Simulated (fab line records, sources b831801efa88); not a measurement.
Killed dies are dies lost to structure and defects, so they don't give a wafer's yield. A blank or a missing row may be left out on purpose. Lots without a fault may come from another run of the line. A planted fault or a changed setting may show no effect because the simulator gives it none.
Which tool did it? | flow gf180mcu | 12 lots, 36 wafers sampled, at 6 steps of a route of 602

WHAT THE GAUGES READ, wafer by wafer
GF_STI_THK_MEAS_02. Usual: STI_OXIDATION_THK 10.04 nm, standard deviation 0.16.
lot  | measured    | on            | STI_OXIDATION_THK (nm) | flag
L720 | day 1 11:31 | film_metro-04 | 10.02 9.81 10.02       |
L721 | day 1 16:31 | film_metro-04 | 10.11 10.25 10.19      |
L722 | day 1 21:31 | film_metro-02 | 10.08 10.00 10.00      |
L725 | day 2 12:54 | film_metro-03 | 10.23 10.03 10.35      |
L726 | day 2 17:31 | film_metro-04 | 10.13 10.28 10.16      |
L727 | day 2 22:37 | film_metro-04 | 9.92 9.61 10.00        |
L728 | day 3 04:13 | film_metro-02 | 10.08 10.15 10.06      |
L732 | day 3 23:32 | film_metro-04 | 9.98 9.96 9.97         |
L738 | day 5 05:57 | film_metro-02 | 9.97 9.87 10.03        |
L741 | day 5 20:32 | film_metro-03 | 9.86 9.90 9.79         |
L742 | day 6 02:07 | film_metro-02 | 10.16 10.20 10.17      |
L743 | day 6 07:29 | film_metro-03 | 10.14 10.09 10.23      |

GF_NWELL_OVL_MEAS_07. Usual: NWELL_OVL 0.0 nm, standard deviation 1.6.
lot  | measured    | on         | NWELL_OVL (nm) | flag
L720 | day 3 07:15 | overlay-01 | 0.0 -0.4 -0.4  |
L721 | day 3 13:36 | overlay-02 | 2.3 1.8 0.0    |
L722 | day 3 17:00 | overlay-01 | 1.5 0.6 3.0    |
L725 | day 4 11:52 | overlay-02 | -1.7 0.7 0.8   |
L726 | day 4 15:27 | overlay-02 | 0.7 0.6 0.2    |
L727 | day 4 21:22 | overlay-01 | -0.4 -0.7 -1.4 |
L728 | day 5 02:22 | overlay-02 | 0.8 -1.5 -2.0  |
L732 | day 5 23:28 | overlay-01 | 1.1 3.6 2.8    |
L738 | day 7 09:19 | overlay-01 | -1.5 -2.6 -0.1 |
L741 | day 8 03:17 | overlay-02 | -2.0 -2.5 -1.6 |
L742 | day 8 08:25 | overlay-02 | -1.8 -0.6 -2.4 |
L743 | day 8 13:21 | overlay-01 | 0.2 -1.4 0.4   |

GF_LVPWELL_TW_MEAS_11. Usual: LVPWELL_TW 557, standard deviation 4.5.
lot  | measured    | on            | LVPWELL_TW  | flag
L720 | day 3 20:54 | film_metro-01 | 561 560 559 |
L721 | day 4 03:21 | film_metro-02 | 559 556 555 |
L722 | day 4 06:53 | film_metro-03 | 560 560 560 |
L725 | day 5 02:12 | film_metro-01 | 562 561 561 |
L726 | day 5 06:05 | film_metro-01 | 640 640 643 | OFF
L727 | day 5 13:02 | film_metro-02 | 557 559 555 |
L728 | day 5 17:34 | film_metro-01 | 641 639 642 | OFF
L732 | day 6 15:08 | film_metro-02 | 552 552 551 |
L738 | day 8 01:52 | film_metro-02 | 550 552 552 |
L741 | day 8 21:18 | film_metro-01 | 562 560 560 |
L742 | day 9 01:43 | film_metro-01 | 558 558 559 |
L743 | day 9 07:07 | film_metro-02 | 551 553 550 |

GF_VT_IMPLANT_RS_MEAS_48: measures by four-point-probe. Usual: LVPWELL_RS 1198.6 ohm/sq, standard deviation 2.7.
lot  | measured     | on            | LVPWELL_RS (ohm/sq)  | flag
L720 | day 7 12:56  | film_metro-01 | 1196.7 1197.3 1194.9 |
L721 | day 7 20:05  | film_metro-01 | 1198.7 1196.4 1196.3 |
L722 | day 8 00:02  | film_metro-02 | 1200.0 1198.2 1197.9 |
L725 | day 9 01:02  | film_metro-01 | 1199.2 1196.9 1199.1 |
L726 | day 9 06:20  | film_metro-02 | 931.7 931.5 930.7    | OFF
L727 | day 9 12:54  | film_metro-01 | 1193.5 1197.5 1193.1 |
L728 | day 9 17:15  | film_metro-02 | 932.1 934.3 933.3    | OFF
L732 | day 10 18:19 | film_metro-02 | 1198.2 1198.6 1200.3 |
L738 | day 12 07:25 | film_metro-01 | 1201.1 1200.6 1200.8 |
L741 | day 13 05:16 | film_metro-01 | 1195.9 1198.4 1197.7 |
L742 | day 13 11:30 | film_metro-01 | 1202.8 1199.6 1200.5 |
L743 | day 13 19:16 | film_metro-02 | 1199.3 1196.1 1193.9 |

WHICH TOOL RAN EACH LOT (tool, then ch and the chambers of the sampled wafers, then the start)
lot  | GF_STI_STRIP_15                     | GF_LVPWELL_IMPLANT_08
L720 | plasma_asher-02 ch 0,1, day 2 01:29 | implanter-03 ch 0, day 3 20:30
L721 | plasma_asher-01 ch 0,1, day 2 06:13 | implanter-04 ch 0, day 4 02:57
L722 | plasma_asher-04 ch 0,1, day 2 11:53 | implanter-03 ch 0, day 4 06:29
L725 | plasma_asher-02 ch 0,1, day 3 03:47 | implanter-02 ch 0, day 5 01:48
L726 | plasma_asher-02 ch 0,1, day 3 07:52 | implanter-04 ch 0, day 5 05:41
L727 | plasma_asher-04 ch 0,1, day 3 14:20 | implanter-02 ch 0, day 5 12:38
L728 | plasma_asher-01 ch 0,1, day 3 19:15 | implanter-04 ch 0, day 5 17:10
L732 | plasma_asher-01 ch 0,1, day 4 14:55 | implanter-02 ch 0, day 6 14:46
L738 | plasma_asher-01 ch 0,1, day 5 22:40 | implanter-04 ch 0, day 8 01:31
L741 | plasma_asher-01 ch 0,1, day 6 13:53 | implanter-02 ch 0, day 8 20:57
L742 | plasma_asher-04 ch 0,1, day 6 19:22 | implanter-04 ch 0, day 9 01:19
L743 | plasma_asher-04 ch 0,1, day 7 00:40 | implanter-04 ch 0, day 9 06:43
- GF_STI_STRIP_15: strips in O2/N2.
- GF_LVPWELL_IMPLANT_08

WHAT THE TOOLS THEMSELVES READ (means of the sampled wafers that have a number; where no wafer has one, the mark that the record gives instead)
GF_STI_STRIP_15. Usual: drypump_motor_current_A 5.78 A, standard deviation 0.11; heater_power_w 344 W, standard deviation 28; n2_flow_sccm 300.0 sccm, standard deviation 0.83; oes_product_au 0.384 a.u., standard deviation 0.005; strip_time_to_endpoint_s 3.73 s, standard deviation 0.051.
lot  | tool            | drypump_motor_current_A (A) | heater_power_w (W) | n2_flow_sccm (sccm) | oes_product_au (a.u.) | strip_time_to_endpoint_s (s) | flag
L720 | plasma_asher-02 | 5.92                        | 318                | 300.3               | 0.383                 | 3.71                         |
L721 | plasma_asher-01 | 5.73                        | 347                | 300.2               | 0.382                 | 3.74                         |
L722 | plasma_asher-04 | 5.78                        | 352                | 299.7               | 0.380                 | 3.66                         |
L725 | plasma_asher-02 | 5.93                        | 355                | 299.5               | 0.384                 | 3.74                         |
L726 | plasma_asher-02 | 5.91                        | 353                | 299.8               | 0.385                 | 3.70                         |
L727 | plasma_asher-04 | 5.80                        | 343                | 300.5               | 0.383                 | 3.79                         |
L728 | plasma_asher-01 | 5.74                        | 349                | 300.7               | 0.382                 | 3.75                         |
L732 | plasma_asher-01 | 5.73                        | 353                | 300.2               | 0.390                 | 3.76                         |
L738 | plasma_asher-01 | 5.75                        | 348                | 300.2               | 0.385                 | 3.70                         |
L741 | plasma_asher-01 | 5.75                        | 342                | 299.0               | 0.385                 | 3.65                         |
L742 | plasma_asher-04 | 5.78                        | 351                | 300.3               | 0.385                 | 3.71                         |
L743 | plasma_asher-04 | 5.77                        | 350                | 299.0               | 0.384                 | 3.72                         |

GF_LVPWELL_IMPLANT_08. Usual: dose_ions_cm2 1.4999e+13, standard deviation 1.8e+10; faraday_current_uA 85.0, standard deviation 1.7; tilt_deg 0.000 degrees, standard deviation 0.021.
lot  | tool         | dose_ions_cm2 | faraday_current_uA | tilt_deg (degrees) | flag
L720 | implanter-03 | 1.5002e+13    | 84.9               | -0.001             |
L721 | implanter-04 | 1.5021e+13    | 83.7               | 0.020              |
L722 | implanter-03 | 1.5001e+13    | 83.7               | -0.017             |
L725 | implanter-02 | 1.4983e+13    | 85.3               | 0.002              |
L726 | implanter-04 | 2.4685e+13    | 143.6              | 0.006              | OFF
L727 | implanter-02 | 1.5023e+13    | 84.9               | 0.003              |
L728 | implanter-04 | 2.4703e+13    | 140.4              | 0.015              | OFF
L732 | implanter-02 | 1.4996e+13    | 85.9               | -0.016             |
L738 | implanter-04 | 1.5001e+13    | 87.7               | 0.002              |
L741 | implanter-02 | 1.4997e+13    | 83.3               | 0.010              |
L742 | implanter-04 | 1.4985e+13    | 85.6               | -0.002             |
L743 | implanter-04 | 1.5020e+13    | 83.2               | -0.008             |

THE ANSWER, worked out from the rows above alone
Rule: a lot is off if the mean of its wafers that have a number lies more than 3 standard deviations from the usual mean. A lot without any number at a reading at which 4 lots or more have one is off too. The other lots that the step has rows for count as sound. The gauges are gone through in route order, then the tools' own readings, and for those a lot's mean is taken as printed above. The first step at which some lot is off is used, and at that step the reading that is off furthest; a lot without a number counts as furthest.
Off: L726, L728, at GF_LVPWELL_TW_MEAS_11 (LVPWELL_TW).
A tool fits if, at a process step before that reading, it ran every lot that is off, and no sound lot after the first of them. The gauges at GF_LVPWELL_TW_MEAS_11 aren't tried: what is off there is off at GF_VT_IMPLANT_RS_MEAS_48 too, on other tools, and a gauge's error can't cause that. None of those tried fits.

WHAT THE SIMULATOR HAD PUT IN
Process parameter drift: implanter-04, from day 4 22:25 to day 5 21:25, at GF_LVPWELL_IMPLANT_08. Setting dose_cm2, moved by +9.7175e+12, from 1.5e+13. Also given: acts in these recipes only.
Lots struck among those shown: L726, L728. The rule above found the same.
